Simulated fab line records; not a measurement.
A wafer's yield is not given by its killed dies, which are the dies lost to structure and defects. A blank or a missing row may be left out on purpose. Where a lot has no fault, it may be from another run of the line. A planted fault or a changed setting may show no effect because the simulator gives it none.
fab line records	flow sky130
record: lots: 6	wafers: 18	last_day: 50
route steps=708 shown LI_CONTACT@374 LOCAL_INTERCONNECT@387 PAD_OPEN@708
lots that met no fault: taken from a fault-free run of the same line
start_h: hours from the record's first day to the start of the lot's first wafer shown	wait_h: hours elapsed since this lot's preceding step	" as in the row above	L1.1+2: one row covering several wafers at once	- either no value or no given start	* or withheld: withheld	< > ~ a bound
route shown NAME@n: a module of which the file shows steps, and the number in the route of the first	usual: mean/standard deviation taken from wafers without a fault	same: alike in all rows	chamber/n: place in a boat	sites: each site's reading	_std_site: how widely they spread, as a standard deviation	_edge_site: the outer-site mean with the inner-site mean subtracted	radius_mm: for every site, how far away it sits from the centre of the wafer	mask NAME#n: copy n	behind: the most recent tool/chamber to have shaped the wafer	hold: what put the lot on hold/how long, in hours/how the hold closed	device: the n, p or np transistor that did not switch	end of line: at the end of the route, the tests of the same wafers	a step with no rows: only its recipe	killed: dies that structure and defects cost at the first sort, which is not the same as the wafer's yield	map: the dies of a wafer, with x for killed, . for not killed, _ for no die there
set.NAME: the run value of the setting; set.NAME@STEP: its run value at that earlier step	model.NAME: the simulator's own value behind a step, which no gauge read
certain route steps with their lots: each step a table, each wafer a row
services: the hour from which a tool's chamber was out of use, counted from the record's first day as start_h (under 0 if before that day), plus the number of hours and why
== steps ==
step: SKY_LI_CONTACT_CD_MEAS_12
recipe: target_cd_nm: 170
usual: cd_nm: 170.2/1.5
lot.wafer	tool	chamber	start_h	wait_h	cd_nm
L597.1	cd_sem-01	-	689.08	-	168.8
L597.4	"	-	"	"	167.7
L597.6	"	-	"	"	167.0
L604.1	cd_sem-01	-	751.94	-	172.5
L604.3	"	-	"	"	171.7
L604.6	"	-	"	"	171.9
L606.1	cd_sem-01	-	768.04	-	170.1
L606.5	"	-	"	"	170.6
L606.6	"	-	"	"	171.3
L607.4	cd_sem-02	-	772.00	-	169.6
L607.5	"	-	"	"	169.5
L607.6	"	-	"	"	168.5
L616.1	cd_sem-02	-	847.53	-	168.4
L616.2	"	-	"	"	168.9
L616.6	"	-	"	"	169.0
L618.1	cd_sem-01	-	856.28	-	171.2
L618.3	"	-	"	"	172.1
L618.4	"	-	"	"	169.7
step: SKY_LI_CONTACT_OVL_MEAS_13
usual: LI_CONTACT_OVL: -3/5
lot.wafer	tool	chamber	start_h	wait_h	LI_CONTACT_OVL[nm]
L597.1	overlay-02	-	689.20	0.1	-9
L597.4	"	-	"	"	-8
L597.6	"	-	"	"	-8
L604.1	overlay-01	-	752.06	0.1	-10
L604.3	"	-	"	"	-7
L604.6	"	-	"	"	-2
L606.1	overlay-01	-	768.16	0.1	7
L606.5	"	-	"	"	-4
L606.6	"	-	"	"	4
L607.4	overlay-02	-	772.08	0.1	-4
L607.5	"	-	"	"	-7
L607.6	"	-	"	"	-2
L616.1	overlay-01	-	847.65	0.1	-4
L616.2	"	-	"	"	-6
L616.6	"	-	"	"	-4
L618.1	overlay-01	-	856.40	0.1	-9
L618.3	"	-	"	"	-9
L618.4	"	-	"	"	-2
step: SKY_LI_CONTACT_ETCH_14
recipe: chemistry: N2/H2	target: BARC	ion_energy_ev: 200	source_w: 500	bias_w: 100	pressure_mtorr: 30	n2_flow_sccm: 100	h2_flow_sccm: 200	stop_on: SiO2	time_s: 45.9	target_depth_a: 600
usual: drypump_motor_current_A: 5.8/0.42	oes_product_au: 0.854/0.0051	throttle_valve_pct: 13.225/0.0092
lot.wafer	tool	chamber	start_h	wait_h	drypump_motor_current_A	oes_product_au	rf_hours_counter_h	throttle_valve_pct
L597.1	rie_diel-01	1	689.23	0.0	6.0	0.852	16	13.226
L597.4	"	3	"	"	5.5	0.846	-	13.224
L597.6	"	1	"	"	6.0	0.846	-	13.213
L604.1	rie_diel-02	1	752.10	0.0	6.4	0.853	0	13.225
L604.3	"	3	"	"	5.8	0.865	5	13.225
L604.6	"	1	"	"	6.4	0.853	-	13.229
L606.1	rie_diel-02	1	768.20	0.0	6.4	0.860	1	13.214
L606.5	"	1	"	"	6.4	0.848	-	13.222
L606.6	"	0	"	"	6.1	0.858	-	13.236
L607.4	rie_diel-01	2	772.10	0.0	6.3	0.846	10	13.232
L607.5	"	2	"	"	6.3	0.862	-	13.223
L607.6	"	1	"	"	6.0	0.857	-	13.224
L616.1	rie_diel-01	2	847.69	0.0	6.3	0.847	13	13.213
L616.2	"	0	"	"	5.6	0.852	15	13.224
L616.6	"	0	"	"	5.6	0.854	-	13.227
L618.1	rie_diel-01	3	856.44	0.0	5.5	0.856	17	13.222
L618.3	"	0	"	"	5.6	0.857	15	13.241
L618.4	"	1	"	"	6.0	0.845	21	13.247
step: SKY_LI_CONTACT_ETCH_15
recipe: target: PSG	chemistry: C4F8/O2/Ar	stop_on: Si	taper_deg: 4.15	mask_material: KrF-thick	source_w: 1500	bias_w: 1200	pressure_mtorr: 40	c4f8_flow_sccm: withheld	O2_flow_sccm: 6	Ar_flow_sccm: 300	time_s: withheld	target_depth_a: 6000
usual: oes_product_au: 0.837/0.0048
lot.wafer	tool	chamber	start_h	wait_h	oes_product_au
L597.1	rie_diel-01	1	689.28	0.0	0.833
L597.4	"	3	"	"	0.832
L597.6	"	1	"	"	0.839
L604.1	rie_diel-02	1	752.14	0.0	0.835
L604.3	"	3	"	"	0.839
L604.6	"	1	"	"	0.833
L606.1	rie_diel-02	1	768.24	0.0	0.837
L606.5	"	1	"	"	0.830
L606.6	"	0	"	"	0.844
L607.4	rie_diel-01	2	772.14	0.0	0.844
L607.5	"	2	"	"	0.832
L607.6	"	1	"	"	0.843
L616.1	rie_diel-01	2	847.73	0.0	0.836
L616.2	"	0	"	"	0.837
L616.6	"	0	"	"	0.838
L618.1	rie_diel-01	3	856.48	0.0	0.837
L618.3	"	0	"	"	0.838
L618.4	"	1	"	"	0.841
step: SKY_LI_CONTACT_STRIP_16
recipe: chemistry: O2/N2	power_w: 1400	pressure_mtorr: 1500	platen_temp_c: withheld	o2_flow_sccm: 3000	n2_flow_sccm: 300	overash_fraction: 0.5
usual: drypump_motor_current_A: 5.8/0.41	oes_product_au: 0.375/0.0047	strip_time_to_endpoint_s: 3.489/0.025
lot.wafer	tool	chamber	start_h	wait_h	drypump_motor_current_A	oes_product_au	rf_hours_counter_h	strip_time_to_endpoint_s
L597.1	plasma_asher-04	1	689.36	-	6.1	0.379	84	3.491
L597.4	"	1	"	"	6.1	0.369	-	3.444
L597.6	"	1	"	"	6.1	0.372	-	3.490
L604.1	plasma_asher-01	1	752.23	-	5.8	0.368	33	3.530
L604.3	"	0	"	"	5.0	0.379	-	3.476
L604.6	"	1	"	"	5.9	0.382	-	3.504
L606.1	plasma_asher-03	0	768.33	-	5.5	0.376	66	3.526
L606.5	"	1	"	"	5.6	0.376	-	3.534
L606.6	"	0	"	"	5.5	0.383	-	3.494
L607.4	plasma_asher-01	1	772.26	-	5.9	0.373	-	3.478
L607.5	"	0	"	"	5.0	0.368	-	3.488
L607.6	"	1	"	"	5.9	0.376	-	3.506
L616.1	plasma_asher-01	0	847.81	-	5.1	0.374	42	3.491
L616.2	"	1	"	"	5.9	0.378	42	3.461
L616.6	"	0	"	"	5.0	0.375	-	3.481
L618.1	plasma_asher-04	0	856.56	-	6.2	0.381	100	3.481
L618.3	"	0	"	"	6.2	0.380	-	3.483
L618.4	"	1	"	"	6.1	0.381	-	3.511
step: SKY_LI_CONTACT_CLEAN_17
recipe: chemistry: NMP	time_s: 600	temp_c: 60	dry: n2_spin
step: SKY_LI_CONTACT_PRE_CLEAN_18
recipe: gas: Ar	time_s: 5.6	bias_v: 358
step: SKY_LI_CONTACT_SPUTTER_19
recipe: material: Ti	target_thk_nm: 20	chamber_pressure_pa: 5	power_w: 2500	substrate_temp_c: 200	time_s: 106.37
step: SKY_LI_CONTACT_SPUTTER_20
recipe: material: TiN	target_thk_nm: 20	chamber_pressure_pa: 5	power_w: 4000	time_s: 80
usual: throttle_valve_pct: 29.9/1.1
lot.wafer	tool	chamber	start_h	wait_h	throttle_valve_pct
L597.1	pvd_sputter-03	-	689.75	0.0	31.5
L597.4	"	-	"	"	29.1
L597.6	"	-	"	"	29.4
L604.1	pvd_sputter-01	-	752.61	0.0	29.7
L604.3	"	-	"	"	30.9
L604.6	"	-	"	"	29.6
L606.1	pvd_sputter-03	-	768.87	0.0	31.2
L606.5	"	-	"	"	30.3
L606.6	"	-	"	"	31.3
L607.4	pvd_sputter-01	-	772.62	0.0	27.7
L607.5	"	-	"	"	27.9
L607.6	"	-	"	"	31.1
L616.1	pvd_sputter-03	-	848.18	0.0	30.8
L616.2	"	-	"	"	31.6
L616.6	"	-	"	"	30.5
L618.1	pvd_sputter-03	-	856.95	0.0	29.1
L618.3	"	-	"	"	31.4
L618.4	"	-	"	"	30.4
step: SKY_LI_CONTACT_CVD_21
recipe: material: W	target_thk_nm: 400	time_s: 120.56	temp_c: 400	pressure_torr: 40
step: SKY_LI_CONTACT_RS_MEAS_22
recipe: thk_meas_gauge: four-point-probe	reads: W_of_LI_CONTACT_CVD_21+TiN_of_LI_CONTACT_SPUTTER_20+Ti_of_LI_CONTACT_SPUTTER_19
usual: LI_CONTACT_W_RS: 0.283/0.0033
lot.wafer	tool	chamber	start_h	wait_h	LI_CONTACT_W_RS[ohm/sq]
L597.1	film_metro-03	-	689.94	0.1	0.276
L597.4	"	-	"	"	0.277
L597.6	"	-	"	"	0.278
L604.1	film_metro-04	-	752.80	0.1	0.281
L604.3	"	-	"	"	0.279
L604.6	"	-	"	"	0.281
L606.1	film_metro-02	-	769.06	0.1	0.283
L606.5	"	-	"	"	0.289
L606.6	"	-	"	"	0.283
L607.4	film_metro-04	-	772.86	0.1	0.283
L607.5	"	-	"	"	0.286
L607.6	"	-	"	"	0.281
L616.1	film_metro-04	-	848.37	0.1	0.283
L616.2	"	-	"	"	0.276
L616.6	"	-	"	"	0.281
L618.1	film_metro-03	-	857.14	0.1	0.282
L618.3	"	-	"	"	0.285
L618.4	"	-	"	"	0.280
step: SKY_LI_CONTACT_THK_MEAS_23
recipe: thk_meas_gauge: xrf	reads: W_of_LI_CONTACT_CVD_21
usual: LI_CONTACT_W_THK: 400/5.4
lot.wafer	tool	chamber	start_h	wait_h	LI_CONTACT_W_THK[nm]
L597.1	film_metro-03	-	690.06	0.1	408
L597.4	"	-	"	"	406
L597.6	"	-	"	"	402
L604.1	film_metro-04	-	752.92	0.1	403
L604.3	"	-	"	"	405
L604.6	"	-	"	"	400
L606.1	film_metro-02	-	769.18	0.1	411
L606.5	"	-	"	"	402
L606.6	"	-	"	"	410
L607.4	film_metro-04	-	772.95	0.1	399
L607.5	"	-	"	"	392
L607.6	"	-	"	"	400
L616.1	film_metro-04	-	848.49	0.1	398
L616.2	"	-	"	"	403
L616.6	"	-	"	"	399
L618.1	film_metro-03	-	857.26	0.1	399
L618.3	"	-	"	"	399
L618.4	"	-	"	"	401
step: SKY_LI_CONTACT_CMP_24
recipe: stop_on: PSG	t_overpolish_s: 20	down_force_psi: 3.5	platen_rpm: 60	target_thk_nm: 0	pad_velocity_m_s: 0.94248
usual: head_pressure_psi: 3.500/0.0072	motor_current_A: 11.4/1.1	overpolish_run_s: 20.000/0.0095	t_overpolish_s: 20/0	time_to_endpoint_s: 97.1/2.9
lot.wafer	tool	chamber	start_h	wait_h	head_pressure_psi	motor_current_A	overpolish_run_s	t_overpolish_s	time_to_endpoint_s
L597.1	cmp-02	2	690.12	0.1	3.505	13.9	20.001	20	92.2
L597.4	"	1	"	"	3.503	10.6	19.980	20	97.2
L597.6	"	3	"	"	3.492	11.7	19.990	20	94.4
L604.1	cmp-01	2	753.32	0.4	3.508	10.8	20.003	20	96.2
L604.3	"	0	"	"	3.504	13.6	20.001	20	97.5
L604.6	"	1	"	"	3.500	10.6	19.997	20	100.2
L606.1	cmp-01	3	769.52	0.3	3.500	10.6	19.990	20	95.3
L606.6	"	1	"	"	3.506	10.9	9.201	9.2066	94.1
L606.5	"	2	"	"	3.495	10.4	20.002	20	92.1
L607.4	cmp-01	1	773.60	0.6	3.506	10.2	9.207	9.2066	95.3
L607.5	"	3	"	"	3.502	9.5	19.992	20	94.3
L607.6	"	0	"	"	3.485	12.7	20.005	20	98.7
L616.2	cmp-02	2	848.55	0.0	3.507	12.9	19.997	20	95.3
L616.1	"	1	"	"	3.508	11.0	19.999	20	100.5
L616.6	"	2	"	"	3.494	13.2	19.985	20	95.1
L618.3	cmp-02	2	857.38	0.1	3.494	12.8	20.006	20	96.2
L618.4	"	3	"	"	3.502	11.2	19.997	20	104.3
L618.1	"	1	"	"	3.486	11.6	19.999	20	99.4
step: SKY_LOCAL_INTERCONNECT_SPUTTER_00
recipe: material: TiN	target_thk_nm: 100	temp_c: 300	power_w: 6500	time_s: 83.3	chamber_pressure_pa: 0.4
usual: throttle_valve_pct: 29.9/0.99
lot.wafer	tool	chamber	start_h	wait_h	throttle_valve_pct
L597.1	pvd_sputter-04	-	690.42	0.2	30.3
L597.4	"	-	"	"	30.5
L597.6	"	-	"	"	29.0
L604.1	pvd_sputter-04	-	753.57	0.2	29.9
L604.3	"	-	"	"	30.6
L604.6	"	-	"	"	30.3
L606.1	pvd_sputter-01	-	769.72	0.1	29.8
L606.5	"	-	"	"	30.9
L606.6	"	-	"	"	29.8
L607.4	pvd_sputter-03	-	773.80	0.1	29.1
L607.5	"	-	"	"	29.3
L607.6	"	-	"	"	31.5
L616.1	pvd_sputter-03	-	848.85	0.1	31.3
L616.2	"	-	"	"	30.6
L616.6	"	-	"	"	29.0
L618.1	pvd_sputter-04	-	857.68	0.1	30.5
L618.3	"	-	"	"	30.4
L618.4	"	-	"	"	30.4
step: SKY_PAD_OPEN_PROBE_99
usual: killed_at_M0_to_M3: 44/7.2	killed_at_M4_up: 3.5/1.8	killed_at_contacts: 25/5.1	killed_at_front_end: 14/4.4	killed_at_other: 0.4/0.58	killed_dies: 87/9.1	killed_open: 48/6.9	killed_short: 38/6.3
same: gross_dies: 492	killed_at_back_side: 0
lot.wafer	tool	chamber	start_h	wait_h	killed_at_M0_to_M3	killed_at_M4_up	killed_at_contacts	killed_at_front_end	killed_at_other	killed_dies	killed_open	killed_short
L597.1	prober-02	-	1086.98	0.1	46	2	22	14	0	84	41	43
L597.4	prober-02	-	1087.13	0.2	45	2	18	28	0	93	47	46
L597.6	prober-02	-	1087.23	0.2	49	2	25	20	0	96	53	43
L604.1	prober-01	-	1131.36	0.1	50	3	25	11	1	90	52	38
L604.3	prober-01	-	1131.46	0.2	50	1	31	18	0	100	56	44
L604.6	prober-01	-	1131.61	0.2	43	2	24	7	1	77	48	29
L606.1	prober-02	-	1143.15	0.1	41	3	32	10	0	86	51	35
L606.5	prober-02	-	1143.35	0.2	58	6	30	11	0	105	54	51
L606.6	prober-02	-	1143.40	0.2	37	1	25	9	0	72	43	29
L607.4	prober-01	-	1147.21	0.2	39	2	32	21	0	94	55	39
L607.5	prober-01	-	1147.26	0.2	33	2	22	19	2	78	42	36
L607.6	prober-01	-	1147.31	0.2	42	3	19	13	0	77	40	36
L616.1	prober-02	-	1194.65	0.1	45	3	22	11	0	81	45	36
L616.2	prober-02	-	1194.70	0.1	46	4	24	10	0	84	53	31
L616.6	prober-02	-	1194.90	0.2	24	5	27	18	2	76	45	31
L618.1	prober-02	-	1200.66	0.1	55	3	26	19	0	103	58	45
L618.3	prober-02	-	1200.76	0.2	37	6	32	20	0	95	60	35
L618.4	prober-02	-	1200.81	0.2	53	3	23	11	0	90	52	38
killed by level:class
L597.1 VIA1:geometric_particle:open=11 CONTACT:geometric_particle:open=10 METAL1:geometric_particle:short=9 FIELD_ISO:geometric_particle:short=7 LI_CONTACT:geometric_particle:open=5 METAL3:geometric_particle:short=5 METAL2:geometric_particle:short=5 FIELD_ISO:geometric_particle:open=4
L597.4 VIA1:geometric_particle:open=11 FIELD_ISO:geometric_particle:short=7 POLY_GATE:geometric_particle:short=7 METAL2:geometric_particle:short=7 VIA3:geometric_particle:open=7 FIELD_ISO:geometric_particle:open=6 CONTACT:geometric_particle:open=6 METAL1:geometric_particle:short=5
L597.6 CONTACT:geometric_particle:open=10 VIA3:geometric_particle:open=9 VIA2:geometric_particle:open=8 METAL1:geometric_particle:short=7 VIA1:geometric_particle:open=7 METAL2:geometric_particle:short=6 LI_CONTACT:geometric_particle:open=6 FIELD_ISO:geometric_particle:short=5
L604.1 VIA3:geometric_particle:open=10 VIA1:geometric_particle:open=9 LI_CONTACT:geometric_particle:open=8 CONTACT:geometric_particle:open=8 VIA1:geometric_particle:short=7 VIA2:geometric_particle:open=6 METAL1:geometric_particle:short=6 FIELD_ISO:geometric_particle:open=4
L604.3 VIA1:geometric_particle:open=14 CONTACT:geometric_particle:open=10 VIA3:geometric_particle:open=9 VIA2:geometric_particle:open=6 LI_CONTACT:geometric_particle:open=6 LOCAL_INTERCONNECT:geometric_particle:short=6 METAL2:geometric_particle:short=6 FIELD_ISO:geometric_particle:short=5
L604.6 VIA1:geometric_particle:open=13 CONTACT:geometric_particle:open=12 LI_CONTACT:geometric_particle:open=6 METAL1:geometric_particle:short=6 VIA2:geometric_particle:open=5 VIA3:geometric_particle:short=5 VIA3:geometric_particle:open=5 METAL3:geometric_particle:short=4
L606.1 VIA1:geometric_particle:open=13 CONTACT:geometric_particle:open=11 LI_CONTACT:geometric_particle:open=8 VIA2:geometric_particle:open=5 LOCAL_INTERCONNECT:geometric_particle:short=5 METAL2:geometric_particle:short=5 CONTACT:geometric_particle:short=4 VIA3:geometric_particle:open=4
L606.5 LI_CONTACT:geometric_particle:open=13 VIA1:geometric_particle:short=10 VIA2:geometric_particle:open=10 METAL2:geometric_particle:short=8 VIA1:geometric_particle:open=7 VIA3:geometric_particle:open=7 CONTACT:geometric_particle:short=6 CONTACT:geometric_particle:open=6
L606.6 CONTACT:geometric_particle:open=11 VIA1:geometric_particle:open=11 POLY_GATE:geometric_particle:open=6 METAL1:geometric_particle:short=6 VIA3:geometric_particle:open=5 LOCAL_INTERCONNECT:geometric_particle:short=4 CONTACT:geometric_particle:short=4 VIA2:geometric_particle:open=4
L607.4 CONTACT:geometric_particle:open=13 VIA1:geometric_particle:open=11 LI_CONTACT:geometric_particle:open=9 METAL1:geometric_particle:short=9 FIELD_ISO:geometric_particle:short=8 POLY_GATE:geometric_particle:open=6 CONTACT:geometric_particle:short=6 VIA2:geometric_particle:open=5
L607.5 LI_CONTACT:geometric_particle:open=8 METAL2:geometric_particle:short=7 VIA2:geometric_particle:open=7 FIELD_ISO:geometric_particle:open=6 CONTACT:geometric_particle:open=6 POLY_GATE:geometric_particle:short=5 CONTACT:geometric_particle:short=5 METAL1:geometric_particle:short=5
L607.6 VIA1:geometric_particle:open=9 LI_CONTACT:geometric_particle:open=8 METAL1:geometric_particle:short=8 METAL2:geometric_particle:short=8 VIA2:geometric_particle:open=7 FIELD_ISO:geometric_particle:open=3 POLY_GATE:geometric_particle:open=3 POLY_GATE:geometric_particle:short=3
L616.1 VIA1:geometric_particle:open=11 VIA2:geometric_particle:open=8 CONTACT:geometric_particle:open=8 METAL1:geometric_particle:short=8 LI_CONTACT:geometric_particle:open=7 VIA3:geometric_particle:open=5 METAL2:geometric_particle:short=4 VIA2:geometric_particle:short=4
L616.2 VIA1:geometric_particle:open=14 LI_CONTACT:geometric_particle:open=13 VIA1:geometric_particle:short=8 CONTACT:geometric_particle:open=7 METAL2:geometric_particle:short=6 VIA2:geometric_particle:open=5 VIA3:geometric_particle:open=5 FIELD_ISO:geometric_particle:short=4
L616.6 CONTACT:geometric_particle:open=10 FIELD_ISO:geometric_particle:short=9 LI_CONTACT:geometric_particle:open=8 VIA1:geometric_particle:open=5 VIA2:geometric_particle:open=5 CONTACT:geometric_particle:short=4 POLY_GATE:geometric_particle:open=3 METAL2:geometric_particle:short=3
L618.1 VIA1:geometric_particle:open=21 CONTACT:geometric_particle:open=9 CONTACT:geometric_particle:short=9 VIA2:geometric_particle:open=8 METAL2:geometric_particle:short=8 POLY_GATE:geometric_particle:short=7 VIA3:geometric_particle:open=6 POLY_GATE:geometric_particle:open=5
L618.3 VIA1:geometric_particle:open=12 CONTACT:geometric_particle:open=12 LI_CONTACT:geometric_particle:open=9 FIELD_ISO:geometric_particle:open=8 VIA2:geometric_particle:open=5 FIELD_ISO:geometric_particle:short=4 POLY_GATE:geometric_particle:open=4 VIA1:geometric_particle:short=4
L618.4 VIA1:geometric_particle:open=16 VIA2:geometric_particle:open=8 VIA3:geometric_particle:open=8 CONTACT:geometric_particle:short=6 CONTACT:geometric_particle:open=6 LI_CONTACT:geometric_particle:open=5 METAL2:geometric_particle:short=5 VIA2:geometric_particle:short=5
== services ==
tool	chamber	start_h	hours	kind
rie_diel-01	3	666.45	4.6	repair
rie_diel-02	0	671.90	9.3	repair
cmp-02	-	672.73	0.5	repair
rie_diel-01	2	679.28	12.7	repair
cmp-01	-	681.03	6.4	repair
rie_diel-02	-	695.47	0.6	repair
rie_diel-02	1	698.14	7.8	repair
cmp-02	-	699.47	4.5	repair
rie_diel-02	3	703.94	2.4	repair
pvd_sputter-03	-	728.69	11.5	repair
cmp-02	-	747.81	4.0	pm
cmp-02	-	747.87	26.6	repair
pvd_sputter-03	-	763.04	5.3	repair
cmp-01	-	772.10	0.3	repair
rie_diel-02	1	774.04	2.1	repair
rie_diel-02	0	776.65	6.9	repair
cmp-01	-	786.54	1.6	repair
pvd_sputter-04	-	791.24	1.4	repair
cmp-01	-	794.63	7.9	pm
rie_diel-01	-	798.92	2.8	pm
cmp-01	-	807.60	0.4	repair
cmp-02	-	811.84	2.3	repair
rie_diel-02	-	818.83	14.6	pm
cmp-01	-	822.49	15.5	pm
== key ==
first_sign: step: SKY_LI_CONTACT_CMP_24	reading: t_overpolish_s	direction: down	sigmas: 99+	usual: 20	struck: 9.2066
effect: step: SKY_LI_CONTACT_CMP_24	reading: overpolish_run_s	direction: down	sigmas: 99+	usual: 20.000	struck: 9.204
met_at SKY_LI_CONTACT_CMP_24
struck_wafers L606.6,L607.4
tester_left_out L606,L607
onset_between 753.32 769.52
fault: kind: process_parameter_drift	tool: cmp-01	chamber: 1	onset_h: 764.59	steps: SKY_LI_CONTACT_CMP_24	channel: t_overpolish_s	offset: -10.793	shape: step	end_h: 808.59	acts_in: these_recipes_only	stated: 20
tester_left_out: of these lots the tester's yield and bins aren't shown, on N5 and GAA mostly nor the transistor test; their killed dies are dies lost to structure and defects alone, not to doping, threshold or leakage, so they don't give the yield
